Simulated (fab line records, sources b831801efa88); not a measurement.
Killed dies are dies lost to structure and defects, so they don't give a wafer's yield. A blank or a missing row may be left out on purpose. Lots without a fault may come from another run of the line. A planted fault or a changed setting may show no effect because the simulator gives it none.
Chamber matching | flow sky130 | SKY_FIELD_ISO_CMP_27 on cmp-02: 4 sister chambers
The step polishes, stops on Si3N4, t overpolish 16 s, target thk 457.8 nm. 20 wafers are shown with their chamber, then 10 later ones without.

WAFERS WITH THEIR CHAMBER
wafer  | chamber | motor_current_A (A) | time_to_endpoint_s (s) | overpolish_run_s (s)
L335.2 | 0       | 11.4                | 112                    | 16.000
L335.4 | 2       | 10.8                | 117                    | 16.007
L335.5 | 3       | 10.6                | 108                    | 16.012
L336.2 | 3       | 10.3                | 113                    | 16.007
L336.3 | 0       | 11.3                | 113                    | 16.005
L336.5 | 1       | 13.6                | 118                    | 16.001
L338.1 | 3       | 10.3                | 114                    | 16.002
L338.2 | 0       | 11.6                | 111                    | 16.000
L338.3 | 1       | 13.7                | 121                    | 15.996
L339.2 | 2       | 11.7                | 121                    | 15.997
L339.4 | 3       | 10.9                | 115                    | 15.999
L339.6 | 2       | 11.8                | 119                    | 15.993
L344.1 | 0       | 11.6                | 107                    | 15.998
L344.2 | 1       | 13.7                | 112                    | 16.005
L344.5 | 2       | 11.7                | 114                    | 16.009
L348.2 | 3       | 10.9                | 106                    | 16.011
L348.3 | 1       | 14.1                | 112                    | 16.005
L348.6 | 0       | 11.6                | 107                    | 15.978
L350.1 | 2       | 12.0                | 113                    | 16.004
L350.2 | 0       | 11.6                | 105                    | 15.997

SIGNATURES (means of the wafers above)
reading            | chamber 0 | chamber 1 | chamber 2 | chamber 3 | scatter within a chamber
motor_current_A    | 11.517    | 13.775    | 11.600    | 10.600    | 0.302
time_to_endpoint_s | 109.17    | 115.75    | 116.80    | 111.20    | 3.72
overpolish_run_s   | 15.99633  | 16.00175  | 16.00200  | 16.00620  | 0.0071
Rule: a wafer's distance from a chamber is the root of the sum, over the readings, of the square of ((its reading less the chamber's mean) divided by the reading's scatter). The wafer belongs to the nearest chamber; if the next one is less than 2 further off, it can't be placed. The scatter: the root of (the sum of the squares of (reading less its chamber's mean) over the shown wafers, divided by (wafers less chambers)).

WAFERS WITHOUT THEIR CHAMBER
wafer  | motor_current_A (A) | time_to_endpoint_s (s) | overpolish_run_s (s)
L350.6 | 11.1                | 106                    | 16.005
L351.2 | 12.9                | 118                    | 16.018
L351.3 | 11.7                | 115                    | 16.010
L351.5 | 11.4                | 111                    | 16.006
L352.1 | 11.4                | 117                    | 16.000
L352.2 | 11.3                | 111                    | 16.018
L352.4 | 13.4                | 119                    | 15.996
L355.2 | 13.1                | 117                    | 15.996
L355.3 | 11.3                | 113                    | 15.999
L355.4 | 11.6                | 120                    | 15.989

WHICH CHAMBER EACH WENT THROUGH
wafer  | from the rows above          | in truth
L350.6 | can't be placed: 0 or 3 or 2 | 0
L351.2 | can't be placed: 1 or 2      | 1
L351.3 | can't be placed: 2 or 0      | 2
L351.5 | can't be placed: 0 or 2 or 3 | 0
L352.1 | can't be placed: 2 or 0      | 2
L352.2 | can't be placed: 3 or 2 or 0 | 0
L352.4 | 1                            | 1
L355.2 | 1                            | 1
L355.3 | can't be placed: 0 or 2 or 3 | 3
L355.4 | can't be placed: 2 or 0      | 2
Placed correctly: 2 of 10. Can't be placed from these rows: 8 (the true chamber is among the candidates in 8). Placed wrongly: 0.
